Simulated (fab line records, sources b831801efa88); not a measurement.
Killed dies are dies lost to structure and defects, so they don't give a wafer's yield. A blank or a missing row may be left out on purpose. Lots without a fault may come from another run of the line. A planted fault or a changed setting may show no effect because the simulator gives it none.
fab line records | flow sky130
record lots=5 wafers=15 last_day=50
route steps=708 shown METAL2@493 VIA2@507 METAL3@532 PAD_OPEN@708
lots that met no fault: from a run of the same line without faults
start_h: hours from the record's first day to the start of the lot's first wafer shown | wait_h: hours since the lot's step before | " the same as in the row above | L1.1+2: a row that stands for several wafers | - no value, or no start given | * or withheld: withheld | < > ~ a bound
route shown NAME@n: a module of which the file shows steps, and the number in the route of the first | usual: mean/standard deviation of fault-free wafers | same: alike in all rows | chamber/n: place in a boat | sites: the reading at each site | _std_site: their standard deviation | _edge_site: outer sites' mean less inner sites' | radius_mm: how far each site lies from the wafer's centre | mask NAME#n: copy n | behind: the tool/chamber that last shaped the wafer | hold: why the lot was held/for how many hours/how that ended | device: the transistor (n, p or np) that didn't switch | end of line: the same wafers' tests at the end of the route | a step without rows: its recipe alone | killed: dies lost to structure and defects at the first sort, not the wafer's yield | map: a wafer's dies, x killed, . not, _ none there
set.NAME: the setting as run; set.NAME@STEP: as run at that earlier step | model.NAME: the simulator's own value behind a step, which no gauge read
lots at some steps of the route; a table a step, a row a wafer
services: from which hour (start_h, from the record's first day; less than 0 if before it) a tool's chamber was out of use, for how many hours, and why
## steps
# step SKY_METAL2_COAT_10
# recipe resist=KrF-thick spin_rpm=3000 resist_thk_nm=450
# step SKY_METAL2_SOFTBAKE_11
# recipe temp_c=101 time_s=90 resist=KrF-thick
# step SKY_METAL2_EXPOSE_12
# recipe mask_id=MM2 na=0.8 source_shape=annular sigma_inner=0.55 sigma_outer=0.85 target_cd_nm=140 dose_mj=28
# step SKY_METAL2_PEB_13
# recipe peb_temp_c=withheld peb_time_s=withheld resist=KrF-thick
# step SKY_METAL2_DEVELOP_14
# recipe develop_time_s=58.2 resist=KrF-thick dev_temp_c=21
# step SKY_METAL2_CD_MEAS_15
# recipe target_cd_nm=140
# usual cd_nm=139.7/1.1
# columns lot.wafer tool chamber start_h wait_h cd_nm
L698.1 cd_sem-02 - 859.39 - 139.9
L698.2 " - " " 140.0
L698.4 " - " " 138.9
L702.2 cd_sem-01 - 889.11 - 139.6
L702.5 " - " " 140.0
L702.6 " - " " 138.9
L704.4 cd_sem-02 - 907.44 - 139.3
L704.5 " - " " 139.5
L704.6 " - " " 138.7
L708.1 cd_sem-01 - 926.11 - 138.2
L708.5 " - " " 139.0
L708.6 " - " " 137.7
L715.1 cd_sem-02 - 975.28 - 141.9
L715.2 " - " " 142.4
L715.3 " - " " 140.9
# step SKY_METAL2_OVL_MEAS_16
# usual METAL2_OVL=0/5.8
# columns lot.wafer tool chamber start_h wait_h METAL2_OVL[nm]
L698.1 overlay-02 - 859.51 0.1 0
L698.2 " - " " -7
L698.4 " - " " -2
L702.2 overlay-02 - 889.22 0.1 -2
L702.5 " - " " -7
L702.6 " - " " -8
L704.4 overlay-02 - 907.52 0.1 -2
L704.5 " - " " -1
L704.6 " - " " -7
L708.1 overlay-02 - 926.23 0.1 7
L708.5 " - " " 6
L708.6 " - " " 5
L715.1 overlay-02 - 975.40 0.1 -1
L715.2 " - " " 2
L715.3 " - " " 0
# step SKY_METAL2_DESCUM_17
# recipe chemistry=O2 source_power_w=150 bias_power_w=0 pressure_mtorr=10 temp_c=40 time_s=8
# step SKY_METAL2_ETCH_18
# recipe chemistry=N2/H2 target=BARC ion_energy_ev=200 bias_w=100 pressure_mtorr=30 n2_flow_sccm=100 h2_flow_sccm=200 icp_w=500 stop_on=SiO2 time_s=45.9 target_depth_a=600
# step SKY_METAL2_METAL_ETCH_19
# recipe target_depth_a=3600 stop_on=SiO2 over_etch_frac=0.3 time_s=78 chemistry=Cl2/BCl3 resist_sidewall_deg=88 pressure_mtorr=10 icp_w=900 bias_w=48.5 Cl2_flow_sccm=60 bcl3_flow_sccm=30
# usual drypump_motor_current_A=5.6/0.48 oes_product_au=0.854/0.006 rf_fwd_power_W=892/3.4 throttle_valve_pct=22.264/0.0088
# columns lot.wafer tool chamber start_h wait_h drypump_motor_current_A oes_product_au rf_fwd_power_W rf_hours_counter_h throttle_valve_pct
L698.1 rie_metal-02 0 859.65 0.0 5.2 0.860 888 11 22.277
L698.2 " 1 " " 6.0 0.864 895 10 22.256
L698.4 " 1 " " 6.0 0.853 893 - 22.256
L702.2 rie_metal-02 1 889.35 0.0 6.0 0.851 891 11 22.266
L702.5 " 1 " " 6.0 0.853 893 - 22.247
L702.6 " 0 " " 5.2 0.860 894 - 22.243
L704.4 rie_metal-03 0 907.66 0.1 5.6 0.860 897 - 22.255
L704.5 " 1 " " 6.5 0.860 894 - 22.251
L704.6 " 0 " " 5.6 0.863 897 - 22.253
L708.1 rie_metal-03 0 926.36 0.0 5.6 0.859 893 4 22.272
L708.5 " 1 " " 6.5 0.861 895 - 22.254
L708.6 " 0 " " 5.7 0.858 893 - 22.260
L715.1 rie_metal-02 1 975.53 0.0 6.0 0.848 891 16 22.270
L715.2 " 0 " " 5.1 0.849 888 17 22.274
L715.3 " 1 " " 6.0 0.842 887 - 22.264
# step SKY_METAL2_STRIP_20
# recipe chemistry=O2/N2 power_w=1400 pressure_mtorr=1500 platen_temp_c=withheld o2_flow_sccm=3000 n2_flow_sccm=300 overash_fraction=0.5
# step SKY_METAL2_STRIP_21
# recipe chemistry=post_etch_residue_remover time_s=1200 temp_c=72.5
# step SKY_METAL2_CLEAN_22
# recipe chemistry=IPA time_s=180 temp_c=25
# columns lot.wafer tool chamber start_h wait_h
L698.1+2+4 wet_bench-04 1 860.18 0.0
L702.2+5+6 wet_bench-04 0 889.88 0.0
L704.4+5+6 wet_bench-03 1 908.22 0.1
L708.1+5+6 wet_bench-03 0 926.89 0.0
L715.1+2+3 wet_bench-04 2 976.13 0.0
# step SKY_METAL2_CLEAN_23
# recipe chemistry=O3/DIW dry=n2_spin
# step SKY_VIA2_HDPCVD_00
# recipe material=SiO2 target_thk_nm=1180 sigma_open_frac=0.3 time_s=196.7 temp_c=400 sih4_flow_sccm=60 pressure_mtorr=6
# step SKY_VIA2_THK_MEAS_01
# recipe reads=SiO2_of_VIA2_HDPCVD_00
# usual VIA2_HDPCVD_THK=1191/13
# columns lot.wafer tool chamber start_h wait_h VIA2_HDPCVD_THK[nm]
L698.1 film_metro-02 - 860.47 0.1 1164
L698.2 " - " " 1173
L698.4 " - " " 1204
L702.2 film_metro-02 - 890.16 0.1 1170
L702.5 " - " " 1185
L702.6 " - " " 1194
L704.4 film_metro-04 - 908.56 0.0 1208
L704.5 " - " " 1204
L704.6 " - " " 1192
L708.1 film_metro-04 - 927.17 0.1 1192
L708.5 " - " " 1190
L708.6 " - " " 1188
L715.1 film_metro-02 - 976.50 0.1 1193
L715.2 " - " " 1167
L715.3 " - " " 1205
# step SKY_VIA2_CMP_02
# recipe material=SiO2 down_force_psi=4 platen_rpm=60 pad_velocity_m_s=0.94248
# step SKY_VIA2_BOW_MEAS_03
# recipe mode=bow
# usual VIA2_BOW=86/8.1
# columns lot.wafer tool chamber start_h wait_h VIA2_BOW[um]
L698.1 film_metro-04 - 860.92 0.2 92
L698.2 " - " " 78
L698.4 " - " " 87
L702.2 film_metro-02 - 890.53 0.2 73
L702.5 " - " " 82
L702.6 " - " " 78
L704.4 film_metro-02 - 908.95 0.3 80
L704.5 " - " " 71
L704.6 " - " " 78
L708.1 film_metro-02 - 927.82 0.2 79
L708.5 " - " " 89
L708.6 " - " " 87
L715.1 film_metro-04 - 976.86 0.2 82
L715.2 " - " " 88
L715.3 " - " " 108
# step SKY_VIA2_DEHYDRATE_04
# recipe temp_c=200 time_s=60
# step SKY_VIA2_HMDS_05
# recipe prime_time_s=60 prime_temp_c=120
# step SKY_VIA2_COAT_06
# recipe resist=BARC temp_c=withheld time_s=withheld spin_rpm=3000 resist_thk_nm=60
# step SKY_VIA2_COAT_07
# recipe resist=KrF-thick spin_rpm=3000 resist_thk_nm=450
# step SKY_VIA2_SOFTBAKE_08
# recipe temp_c=100 time_s=90 resist=KrF-thick
# step SKY_VIA2_EXPOSE_09
# recipe mask_id=VIM2 na=0.8 source_shape=annular sigma_inner=0.55 sigma_outer=0.85 target_cd_nm=200 dose_mj=38
# step SKY_VIA2_PEB_10
# recipe peb_temp_c=withheld peb_time_s=withheld resist=KrF-thick
# step SKY_VIA2_DEVELOP_11
# recipe develop_time_s=60 resist=KrF-thick dev_temp_c=21
# step SKY_VIA2_CD_MEAS_12
# recipe target_cd_nm=200
# usual cd_nm=200.1/1.2
# columns lot.wafer tool chamber start_h wait_h cd_nm
L698.1 cd_sem-01 - 886.26 - 198.3
L698.2 " - " " 199.1
L698.4 " - " " 198.0
L702.2 cd_sem-02 - 916.30 - 198.4
L702.5 " - " " 199.6
L702.6 " - " " 200.6
L704.4 cd_sem-01 - 933.89 - 203.2
L704.5 " - " " 201.7
L704.6 " - " " 201.9
L708.1 cd_sem-02 - 953.11 - 198.9
L708.5 " - " " 199.9
L708.6 " - " " 198.9
L715.1 cd_sem-02 - 1000.26 - 200.5
L715.2 " - " " 199.2
L715.3 " - " " 200.1
# step SKY_VIA2_OVL_MEAS_13
# usual VIA2_OVL=-1/6.4
# columns lot.wafer tool chamber start_h wait_h VIA2_OVL[nm]
L698.1 overlay-02 - 886.38 0.1 -9
L698.2 " - " " -5
L698.4 " - " " -7
L702.2 overlay-02 - 916.41 0.1 -6
L702.5 " - " " -2
L702.6 " - " " -6
L704.4 overlay-02 - 933.97 0.1 -10
L704.5 " - " " -9
L704.6 " - " " -5
L708.1 overlay-02 - 953.23 0.1 7
L708.5 " - " " -2
L708.6 " - " " 0
L715.1 overlay-02 - 1000.38 0.1 2
L715.2 " - " " 3
L715.3 " - " " 5
# step SKY_VIA2_ETCH_14
# recipe chemistry=N2/H2 target=BARC ion_energy_ev=200 source_w=500 bias_w=100 pressure_mtorr=30 n2_flow_sccm=100 h2_flow_sccm=200 stop_on=SiO2 time_s=45.9 target_depth_a=600
# step SKY_VIA2_ETCH_15
# recipe target=SiO2 chemistry=C4F8/O2/Ar target_depth_nm=546 stop_on=TiN mask_material=KrF-thick source_w=1500 bias_w=1200 pressure_mtorr=40 c4f8_flow_sccm=withheld O2_flow_sccm=6 Ar_flow_sccm=300 time_s=84
# usual oes_product_au=0.939/0.0046 rf_fwd_power_W=1490/6
# columns lot.wafer tool chamber start_h wait_h oes_product_au rf_fwd_power_W rf_hours_counter_h
L698.1 rie_diel-01 2 886.46 0.0 0.942 1488 8
L698.2 " 0 " " 0.936 1479 17
L698.4 " 3 " " 0.943 1490 20
L702.2 rie_diel-04 2 916.48 0.0 0.940 1487 16
L702.5 " 0 " " 0.943 1490 -
L702.6 " 1 " " 0.944 1491 -
L704.4 rie_diel-01 2 934.03 0.0 0.938 1488 10
L704.5 " 1 " " 0.936 1498 -
L704.6 " 0 " " 0.943 1483 -
L708.1 rie_diel-04 2 953.31 0.0 0.941 1487 17
L708.5 " 0 " " 0.932 1494 -
L708.6 " 1 " " 0.931 1492 -
L715.1 rie_diel-03 0 1000.46 0.0 0.929 1495 10
L715.2 " 2 " " 0.942 1493 16
L715.3 " 3 " " 0.941 1492 6
# step SKY_VIA2_STRIP_16
# recipe chemistry=O2/N2 power_w=1400 pressure_mtorr=1500 platen_temp_c=withheld o2_flow_sccm=3000 n2_flow_sccm=300 overash_fraction=0.5
# step SKY_VIA2_STRIP_17
# recipe chemistry=post_etch_residue_remover time_s=1200 temp_c=72.5
# step SKY_VIA2_CLEAN_18
# recipe chemistry=IPA time_s=180 temp_c=25
# step SKY_VIA2_CLEAN_19
# recipe chemistry=O3/DIW dry=n2_spin
# step SKY_VIA2_SPUTTER_20
# recipe material=TiN target_thk_nm=20 chamber_pressure_pa=5 power_w=4000 time_s=80
# usual throttle_valve_pct=30.1/1.3
# columns lot.wafer tool chamber start_h wait_h throttle_valve_pct
L698.1 pvd_sputter-01 - 887.11 0.0 32.0
L698.2 " - " " 28.5
L698.4 " - " " 29.9
L702.2 pvd_sputter-01 - 917.13 0.0 28.3
L702.5 " - " " 29.5
L702.6 " - " " 32.1
L704.4 pvd_sputter-01 - 934.68 0.0 28.2
L704.5 " - " " 28.2
L704.6 " - " " 32.2
L708.1 pvd_sputter-02 - 953.96 0.0 30.9
L708.5 " - " " 30.9
L708.6 " - " " 30.3
L715.1 pvd_sputter-03 - 1001.11 0.0 29.1
L715.2 " - " " 28.9
L715.3 " - " " 31.9
# step SKY_VIA2_CVD_21
# recipe material=W target_thk_nm=420 time_s=126.4 temp_c=400 pressure_torr=40
# step SKY_VIA2_RS_MEAS_22
# recipe thk_meas_gauge=four-point-probe reads=W_of_VIA2_CVD_21+TiN_of_VIA2_SPUTTER_20
# usual VIA2_W_RS=0.273/0.0035
# columns lot.wafer tool chamber start_h wait_h VIA2_W_RS[ohm/sq]
L698.1 film_metro-02 - 887.30 0.1 0.277
L698.2 " - " " 0.275
L698.4 " - " " 0.277
L702.2 film_metro-04 - 917.35 0.1 0.274
L702.5 " - " " 0.275
L702.6 " - " " 0.276
L704.4 film_metro-02 - 934.94 0.1 0.273
L704.5 " - " " 0.267
L704.6 " - " " 0.269
L708.1 film_metro-04 - 954.15 0.1 0.277
L708.5 " - " " 0.278
L708.6 " - " " 0.278
L715.1 film_metro-01 - 1001.31 0.1 0.273
L715.2 " - " " 0.273
L715.3 " - " " 0.272
# step SKY_VIA2_THK_MEAS_23
# recipe thk_meas_gauge=xrf reads=W_of_VIA2_CVD_21
# usual VIA2_W_THK=406/5.7
# columns lot.wafer tool chamber start_h wait_h VIA2_W_THK[nm]
L698.1 film_metro-02 - 887.42 0.1 399
L698.2 " - " " 403
L698.4 " - " " 397
L702.2 film_metro-04 - 917.46 0.1 408
L702.5 " - " " 408
L702.6 " - " " 406
L704.4 film_metro-02 - 935.03 0.1 398
L704.5 " - " " 408
L704.6 " - " " 407
L708.1 film_metro-04 - 954.27 0.1 401
L708.5 " - " " 403
L708.6 " - " " 405
L715.1 film_metro-01 - 1001.43 0.1 414
L715.2 " - " " 415
L715.3 " - " " 410
# step SKY_VIA2_CMP_24
# recipe stop_on=SiO2 t_overpolish_s=18.53 down_force_psi=3.5 platen_rpm=60 target_thk_nm=0 pad_velocity_m_s=0.94248
# usual motor_current_A=11.1/1.3 overpolish_run_s=18.530/0.01 time_to_endpoint_s=102/5.6
# columns lot.wafer tool chamber start_h wait_h motor_current_A overpolish_run_s time_to_endpoint_s
L698.1 cmp-02 1 887.48 0.1 12.5 18.527 97
L698.2 " 2 " " 10.5 18.506 106
L698.4 " 3 " " 11.2 18.537 101
L702.2 cmp-01 3 917.57 0.1 8.7 18.536 90
L702.6 " 2 " " 9.6 18.532 106
L702.5 " 3 " " 9.3 18.532 96
L704.4 cmp-01 3 935.06 0.0 8.9 18.522 92
L704.6 " 3 " " 9.3 18.533 93
L704.5 " 0 " " 13.3 18.520 106
L708.1 cmp-01 2 954.38 0.1 10.1 18.534 104
L708.6 " 1 " " 12.2 18.510 109
L708.5 " 2 " " 10.1 18.537 107
L715.2 cmp-02 3 1001.49 0.0 11.1 18.538 104
L715.3 " 0 " " 10.6 18.511 96
L715.1 " 2 " " 11.2 18.530 104
# step SKY_METAL3_SPUTTER_00
# recipe material=Ti target_thk_nm=15 power_w=3000 time_s=10 chamber_pressure_pa=0.4
# step SKY_METAL3_SPUTTER_01
# recipe material=TiN target_thk_nm=20 power_w=6500 time_s=16.7 chamber_pressure_pa=0.4
# step SKY_METAL3_SPUTTER_02
# recipe material=AlCu target_thk_nm=735 power_w=10600 time_s=39.1 chamber_pressure_pa=0.4
# usual throttle_valve_pct=30.2/1.2
# columns lot.wafer tool chamber start_h wait_h throttle_valve_pct
L698.1 pvd_sputter-03 - 887.83 0.0 29.0
L698.2 " - " " 28.8
L698.4 " - " " 31.8
L702.2 pvd_sputter-02 - 917.86 0.0 31.4
L702.5 " - " " 28.8
L702.6 " - " " 31.5
L704.4 pvd_sputter-03 - 935.40 0.0 28.6
L704.5 " - " " 31.3
L704.6 " - " " 28.6
L708.1 pvd_sputter-03 - 954.68 0.0 28.7
L708.5 " - " " 28.9
L708.6 " - " " 31.5
L715.1 pvd_sputter-04 - 1001.83 0.0 30.7
L715.2 " - " " 30.1
L715.3 " - " " 30.7
# step SKY_PAD_OPEN_PROBE_99
# usual defect_limited_yield=82.4/2 killed_at_M0_to_M3=42/6.8 killed_at_M4_up=3.4/1.8 killed_at_contacts=25/5.7 killed_at_front_end=16/4.8 killed_at_other=0.2/0.39 killed_dies=87/9.6 killed_open=47/6.9 killed_short=40/6.3 sort_bin_3_pad_short=0.9/0.45 sort_bin_5_function=10.4/1.5 sort_bin_6_memory=6.3/1.1 sort_n_pass=405/9.6 sort_yield_pct=82.4/2
# same gross_dies=492 killed_at_back_side=0 sort_bin_4_leakage[%]=0 sort_bin_8_speed[%]=0
# columns lot.wafer tool chamber start_h wait_h defect_limited_yield[%] killed_at_M0_to_M3 killed_at_M4_up killed_at_contacts killed_at_front_end killed_at_other killed_dies killed_open killed_short sort_bin_3_pad_short[%] sort_bin_5_function[%] sort_bin_6_memory[%] sort_n_pass sort_yield_pct[%] model.etest.tester.sort_n_pass model.etest.tester.sort_yield_pct model.etest.tester.sort_bin_5_pct model.etest.tester.sort_bin_3_pct
L698.1 prober-01 - 1107.43 0.1 84.6 33 1 24 18 0 76 33 43 0.8 8.5 6.1 416 84.6 416 84.55 8.537 0.813
L698.2 prober-01 - 1107.48 0.1 80.3 54 3 22 18 0 97 56 41 0.2 11.4 8.1 395 80.3 395 80.28 11.38 0.2033
L698.4 prober-01 - 1107.58 0.2 80.3 52 5 17 23 0 97 54 43 1.4 9.8 8.5 395 80.3 395 80.28 9.756 1.423
L702.2 prober-02 - 1131.43 0.1 75.4 87 4 16 14 0 121 38 46 3.5 14.6 6.5 371 75.4 371 75.41 14.63 3.455
L702.5 prober-02 - 1131.58 0.2 73.4 89 3 23 16 0 131 46 40 4.5 15.7 6.5 361 73.4 361 73.37 15.65 4.472
L702.6 prober-02 - 1131.63 0.2 74.8 90 2 17 14 1 124 48 34 2.2 17.1 5.9 368 74.8 368 74.8 17.07 2.236
L704.4 prober-02 - 1145.43 0.2 83.7 49 3 16 12 0 80 45 35 0.4 8.9 6.9 412 83.7 412 83.74 8.943 0.4065
L704.5 prober-02 - 1145.48 0.2 80.9 45 3 25 21 0 94 50 44 1.2 10.0 7.9 398 80.9 398 80.89 9.959 1.22
L704.6 prober-02 - 1145.53 0.2 84.3 39 4 24 10 0 77 41 36 0.4 9.1 6.1 415 84.3 415 84.35 9.146 0.4065
L708.1 prober-02 - 1159.63 0.1 80.7 54 2 20 18 1 95 45 50 1.2 11.2 6.9 397 80.7 397 80.69 11.18 1.22
L708.5 prober-02 - 1159.83 0.2 82.9 44 3 17 20 0 84 49 35 0.8 10.4 5.9 408 82.9 408 82.93 10.37 0.813
L708.6 prober-02 - 1159.88 0.2 82.7 37 3 18 27 0 85 43 42 1.0 9.6 6.7 407 82.7 407 82.72 9.553 1.016
L715.1 prober-01 - 1190.62 0.1 85.2 40 3 26 4 0 73 48 25 0.4 9.3 5.1 419 85.2 419 85.16 9.35 0.4065
L715.2 prober-01 - 1190.67 0.1 85.0 34 1 27 12 0 74 44 30 1.0 8.5 5.5 418 85.0 418 84.96 8.537 1.016
L715.3 prober-01 - 1190.72 0.2 83.7 42 1 21 16 0 80 44 36 0.8 9.3 6.1 412 83.7 412 83.74 9.35 0.813
# killed by level:class
L698.1 CONTACT:geometric_particle:open=7 VIA1:geometric_particle:short=6 VIA1:geometric_particle:open=6 VIA2:geometric_particle:open=5 VIA2:geometric_particle:short=5 POLY_GATE:geometric_particle:short=4 LI_CONTACT:geometric_particle:open=4 LI_CONTACT:geometric_particle:short=4
L698.2 VIA1:geometric_particle:open=15 CONTACT:geometric_particle:open=11 VIA2:geometric_particle:open=9 VIA3:geometric_particle:open=8 FIELD_ISO:geometric_particle:short=7 VIA1:geometric_particle:short=6 METAL1:geometric_particle:short=5 METAL2:geometric_particle:short=5
L698.4 FIELD_ISO:geometric_particle:open=10 VIA3:geometric_particle:open=10 VIA2:geometric_particle:open=7 VIA1:geometric_particle:open=7 POLY_GATE:geometric_particle:short=6 LI_CONTACT:geometric_particle:open=6 METAL1:geometric_particle:short=5 METAL2:geometric_particle:short=5
L702.2 METAL2:unspecified=37 VIA1:geometric_particle:open=10 VIA2:geometric_particle:open=8 CONTACT:geometric_particle:open=6 METAL1:geometric_particle:short=6 VIA2:geometric_particle:short=5 LOCAL_INTERCONNECT:geometric_particle:short=4 METAL2:geometric_particle:short=4
L702.5 METAL2:unspecified=45 VIA1:geometric_particle:open=15 CONTACT:geometric_particle:open=14 POLY_GATE:geometric_particle:short=8 VIA1:geometric_particle:short=8 METAL2:geometric_particle:short=7 LI_CONTACT:geometric_particle:short=4 LI_CONTACT:geometric_particle:open=4
L702.6 METAL2:unspecified=42 VIA1:geometric_particle:open=13 VIA2:geometric_particle:open=8 FIELD_ISO:geometric_particle:open=7 METAL1:geometric_particle:short=6 LI_CONTACT:geometric_particle:open=5 VIA3:geometric_particle:open=5 CONTACT:geometric_particle:open=4
L704.4 VIA1:geometric_particle:open=13 CONTACT:geometric_particle:open=11 VIA1:geometric_particle:short=7 VIA3:geometric_particle:open=7 METAL3:geometric_particle:short=6 FIELD_ISO:geometric_particle:short=4 POLY_GATE:geometric_particle:open=3 LI_CONTACT:geometric_particle:open=3
L704.5 VIA2:geometric_particle:open=9 POLY_GATE:geometric_particle:open=7 CONTACT:geometric_particle:short=7 CONTACT:geometric_particle:open=7 FIELD_ISO:geometric_particle:short=6 LI_CONTACT:geometric_particle:open=6 METAL2:geometric_particle:short=6 VIA3:geometric_particle:open=6
L704.6 LI_CONTACT:geometric_particle:open=9 CONTACT:geometric_particle:open=8 VIA1:geometric_particle:open=8 METAL3:geometric_particle:short=6 VIA2:geometric_particle:open=5 VIA1:geometric_particle:short=5 SPACER:geometric_particle:short=3 LI_CONTACT:geometric_particle:short=3
L708.1 VIA1:geometric_particle:open=14 METAL2:geometric_particle:short=11 CONTACT:geometric_particle:open=9 METAL1:geometric_particle:short=8 FIELD_ISO:geometric_particle:short=5 VIA3:geometric_particle:short=5 SPACER:geometric_particle:short=4 LI_CONTACT:geometric_particle:short=4
L708.5 VIA1:geometric_particle:open=14 VIA3:geometric_particle:open=7 FIELD_ISO:geometric_particle:short=6 VIA2:geometric_particle:open=6 FIELD_ISO:geometric_particle:open=4 POLY_GATE:geometric_particle:short=4 SPACER:geometric_particle:open=4 LI_CONTACT:geometric_particle:open=4
L708.6 POLY_GATE:geometric_particle:short=10 CONTACT:geometric_particle:open=8 METAL1:geometric_particle:short=8 VIA1:geometric_particle:open=8 VIA3:geometric_particle:short=6 VIA2:geometric_particle:open=6 VIA1:geometric_particle:short=5 FIELD_ISO:geometric_particle:open=4
L715.1 CONTACT:geometric_particle:open=10 VIA1:geometric_particle:open=10 VIA3:geometric_particle:open=8 VIA2:geometric_particle:open=6 METAL2:geometric_particle:short=5 LI_CONTACT:geometric_particle:open=4 LOCAL_INTERCONNECT:geometric_particle:short=4 LI_CONTACT:geometric_particle:short=3
L715.2 CONTACT:geometric_particle:open=10 VIA3:geometric_particle:open=8 LI_CONTACT:geometric_particle:open=6 VIA1:geometric_particle:open=5 CONTACT:geometric_particle:short=5 VIA2:geometric_particle:short=5 VIA2:geometric_particle:open=5 LOCAL_INTERCONNECT:geometric_particle:short=4
L715.3 METAL1:geometric_particle:short=9 VIA1:geometric_particle:open=8 CONTACT:geometric_particle:open=6 LI_CONTACT:geometric_particle:open=5 METAL2:geometric_particle:short=5 VIA1:geometric_particle:short=5 VIA2:geometric_particle:open=5 FIELD_ISO:geometric_particle:open=4
# map L702.5 (x killed, . not)
__________xxxxxxxx.._________
________..xxxxxxxxx..._______
______..x.xxxxxxxxx....x_____
_____xx.xxxxxxxxxxx..x...____
____.x..x.xxxxxxxx..xx..x.___
___....x..x....xxx..x......__
__xxxx...........x.........x_
_.........x................x.
_...x.xxx..x.....x...........
_......xx.x........x...xx.x..
_x...........xx.x............
_.............x.x...xx.......
_.......x............x.x.....
_xx..x..xx.x.........xxx.x...
_..........x.x.x.........x...
__..x.xx...x.....x...x..x..x_
___.................x......__
____.....x..x....x....x..x___
_____...............x..x.____
______.xx......xx......._____
________x......x......_______
__________.......x.x_________
# map L698.2 (x killed, . not)
__________x........._________
________...x.x...x...._______
______.x...x...x...x...._____
_____....x...............____
____x.xx...xx..x..........___
___......x......x..x.......__
__x..x......x..x.........x.x_
_...xx.x....x................
_.x..x...x..........x...x....
_............x....x........xx
_...x.x..........x.x....x.xxx
_....x.................x...xx
_x..xxxx..x......x......xx...
_...........x.x.............x
_.............x.x......x.....
__x.x....x.xx...x.x........._
___...........x.x...x.x....__
____x....x..xx.x......x.x.___
_____..x..x..............____
______x.x.....x...x.x..x_____
________.xx......xx..._______
__________x...x..x.._________
## services
# columns tool chamber start_h hours kind
cmp-02 - 849.64 0.9 repair
rie_metal-02 - 850.68 2.8 pm
rie_metal-02 - 861.81 0.9 repair
pvd_sputter-03 0 872.01 - consumable_replace:kit
pvd_sputter-03 0 872.01 18.0 scheduled_down
rie_metal-02 - 872.82 1.4 pm
pvd_sputter-04 - 879.10 2.1 repair
rie_diel-04 1 882.73 1.8 repair
rie_diel-04 - 891.03 0.4 repair
cmp-02 - 911.36 7.0 pm
cmp-02 - 918.36 5.7 pm
rie_diel-04 3 923.91 3.2 repair
cmp-02 - 924.04 4.0 pm
pvd_sputter-01 - 924.37 6.0 repair
cmp-01 - 928.04 5.0 pm
pvd_sputter-02 - 931.45 1.9 repair
rie_diel-04 - 938.56 2.6 repair
pvd_sputter-01 - 941.47 0.8 repair
rie_diel-03 - 947.44 4.3 pm
pvd_sputter-02 - 966.21 5.3 repair
rie_diel-04 1 973.76 4.8 repair
rie_diel-03 3 975.54 5.2 repair
rie_metal-03 - 986.79 14.6 pm
rie_diel-04 2 989.84 5.2 repair
## key
first_sign step=SKY_PAD_OPEN_PROBE_99 reading=killed_at_M0_to_M3 direction=up sigmas=6.8 usual=42 struck=89
effect step=SKY_PAD_OPEN_PROBE_99 reading=sort_bin_3_pad_short direction=up sigmas=5.6 usual=0.9 struck=3.4
model_effect step=SKY_PAD_OPEN_PROBE_99 value=etest.tester.sort_n_pass without=400.3 struck=366.7
met_at SKY_METAL2_CLEAN_22
struck_wafers L702.2,L702.5,L702.6
also_fits SKY_METAL3_SPUTTER_02:pvd_sputter-02
fault kind=chamber_particle_source tool=wet_bench-04 chamber=0 onset_h=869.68 steps=SKY_METAL2_CLEAN_22 rate_per_visit_cm2=0.71363
